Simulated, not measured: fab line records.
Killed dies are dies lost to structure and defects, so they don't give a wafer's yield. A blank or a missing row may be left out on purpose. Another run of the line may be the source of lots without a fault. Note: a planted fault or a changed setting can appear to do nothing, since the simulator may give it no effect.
Which tool was responsible?	flow gf180mcu	Sampling: 13 lots, 39 wafers, 5 of 602 route steps

== WHAT EACH GAUGE READ, for each wafer ==
GF_STI_CD_MEAS_12: the cd target is 220 nm.
lot	measured	on	cd nm (nm)
L257	day 2 01:32	cd sem-02	218.6 218.3 218.2
L258	day 2 06:35	cd sem-02	220.3 220.9 220.4
L259	day 2 12:01	cd sem-01	219.3 219.9 218.3
L260	day 2 15:40	cd sem-01	219.2 219.5 220.2
L261	day 2 22:30	cd sem-01	218.3 218.5 218.5
L262	day 3 04:21	cd sem-02	218.6 217.3 218.6
L264	day 3 13:44	cd sem-02	220.5 221.4 220.5
L266	day 4 00:16	cd sem-01	221.0 221.2 221.1
L267	day 4 03:53	cd sem-02	219.2 219.4 217.9
L270	day 4 19:22	cd sem-02	176.1 174.5 176.3
L275	day 5 22:10	cd sem-02	221.9 221.6 221.2
L278	day 6 14:46	cd sem-01	220.1 218.6 220.2
L280	day 7 01:31	cd sem-02	219.9 218.6 219.7

GF_VT_IMPLANT_RS_MEAS_47: a four-point-probe measurement.
lot	measured	on	NWELL_RS (ohm/sq)
L257	day 7 13:55	film metro-01	476.8 476.7 476.1
L258	day 7 19:34	film metro-01	475.0 474.4 475.8
L259	day 8 01:16	film metro-01	479.5 479.9 478.6
L260	day 8 07:29	film metro-04	475.3 475.6 475.4
L261	day 8 17:37	film metro-03	474.9 474.1 474.1
L262	day 9 01:22	film metro-01	476.3 477.2 477.2
L264	day 9 14:46	film metro-01	475.1 476.1 475.4
L266	day 10 03:18	film metro-03	476.5 475.0 474.8
L267	day 10 08:41	film metro-01	476.2 475.9 476.9
L275	day 12 16:28	film metro-03	474.8 475.1 474.7
L278	day 13 13:20	film metro-01	476.8 478.0 474.3
L280	day 14 06:32	film metro-01	476.6 476.5 475.7

GF_V1_THK_MEAS_03.
lot	measured	on	V1_CVD_02_THK (nm)
L257	day 17 00:22	film metro-02	835 845 850
L258	day 17 10:57	film metro-02	836 851 850
L259	day 17 17:38	film metro-02	848 860 860
L260	day 18 02:58	film metro-02	849 843 858
L261	day 18 17:21	film metro-04	820 838 832
L262	day 19 06:10	film metro-04	845 846 853
L264	day 19 22:25	film metro-01	840 852 858
L266	day 20 15:16	film metro-01	839 833 847
L267	day 20 23:47	film metro-04	844 865 859
L275	day 23 17:57	film metro-01	840 840 850
L278	day 24 12:58	film metro-02	844 842 838
L280	day 25 13:45	film metro-04	848 853 870

== TOOL THAT RAN EACH LOT (tool first, then ch and the chambers of the sampled wafers, then the start) ==
lot	GF_STI_EXPOSE_09	GF_SAB_CVD_00
L257	krf scanner-01 ch 0, day 1 20:07	pecvd-02 ch 0,1,2, day 14 03:36
L258	krf scanner-01 ch 0, day 2 00:47	pecvd-02 ch 0,1, day 14 11:39
L259	krf scanner-02 ch 0, day 2 06:02	pecvd-04 ch 0,1,2, day 14 19:27
L260	krf scanner-01 ch 0, day 2 10:23	pecvd-03 ch 0,1,2, day 15 04:15
L261	krf scanner-02 ch 0, day 2 16:23	pecvd-04 ch 0,1,2, day 15 16:55
L262	krf scanner-01 ch 0, day 2 21:59	pecvd-03 ch 0,1,2, day 16 04:45
L264	krf scanner-02 ch 0, day 3 06:39	pecvd-03 ch 0,1, day 16 20:45
L266	krf scanner-01 ch 0, day 3 18:12	pecvd-04 ch 0,1, day 17 12:55
L267	krf scanner-01 ch 0, day 3 21:11	pecvd-02 ch 1,2, day 17 19:47
L270	krf scanner-02 ch 0, day 4 12:16	-
L275	krf scanner-01 ch 0, day 5 15:25	pecvd-04 ch 0,1,2, day 20 16:57
L278	krf scanner-02 ch 0, day 6 07:17	pecvd-02 ch 0,1,2, day 21 11:56
L280	krf scanner-02 ch 0, day 6 18:22	pecvd-04 ch 1,2, day 22 15:33
- GF_STI_EXPOSE_09: exposes mask COMP, target cd 220 nm.
- GF_SAB_CVD_00: deposits SiO2 from TEOS, target thk 50 nm, time 4.9302 s.

== AS READ BY THE TOOLS THEMSELVES (means over the sampled wafers that have a number; for cases with no such wafer, the mark the record gives instead) ==
GF_SAB_CVD_00.
lot	tool	heater power w (W)	susceptor temp C (C)
L257	pecvd-02	563	400.04
L258	pecvd-02	509	399.99
L259	pecvd-04	678	399.99
L260	pecvd-03	649	399.99
L261	pecvd-04	660	399.95
L262	pecvd-03	599	400.00
L264	pecvd-03	651	400.20
L266	pecvd-04	582	399.79
L267	pecvd-02	661	399.92
L275	pecvd-04	678	400.08
L278	pecvd-02	652	399.86
L280	pecvd-04	680	399.94

== THE ANSWER, worked out from the rows above alone ==
Rule: usual is defined by the lots themselves. Put in order of their means at a reading, lots are off if they are a third of the lots or fewer, leave a main group of 4 or more, and stand apart from it by a gap of 3 or more times the standard deviation of the main group's means; of several such gaps the widest counts. A main group is skipped when, at the precision printed for the reading in the tables above, its means are all equal. Also off: a lot with no number at a reading for which 4 or more lots have one. All remaining lots with rows at the step are treated as sound. First the gauges in route order, then the tools' own readings, where a lot's mean is used as printed above. The first step at which some lot is off is used, and at that step the reading that is off furthest; a lot without a number counts as furthest.
Off, at GF_STI_CD_MEAS_12 on cd nm: L270. The main group has a mean of 219.6 nm with a standard deviation of 1.1.
If a tool, at a process step before that reading, ran all the lots that are off and no sound lot after the first of them, it fits. Gauges at GF_STI_CD_MEAS_12: tried the same way as those tools. None of those tried fits.

== WHAT THE SIMULATOR PUT IN ==
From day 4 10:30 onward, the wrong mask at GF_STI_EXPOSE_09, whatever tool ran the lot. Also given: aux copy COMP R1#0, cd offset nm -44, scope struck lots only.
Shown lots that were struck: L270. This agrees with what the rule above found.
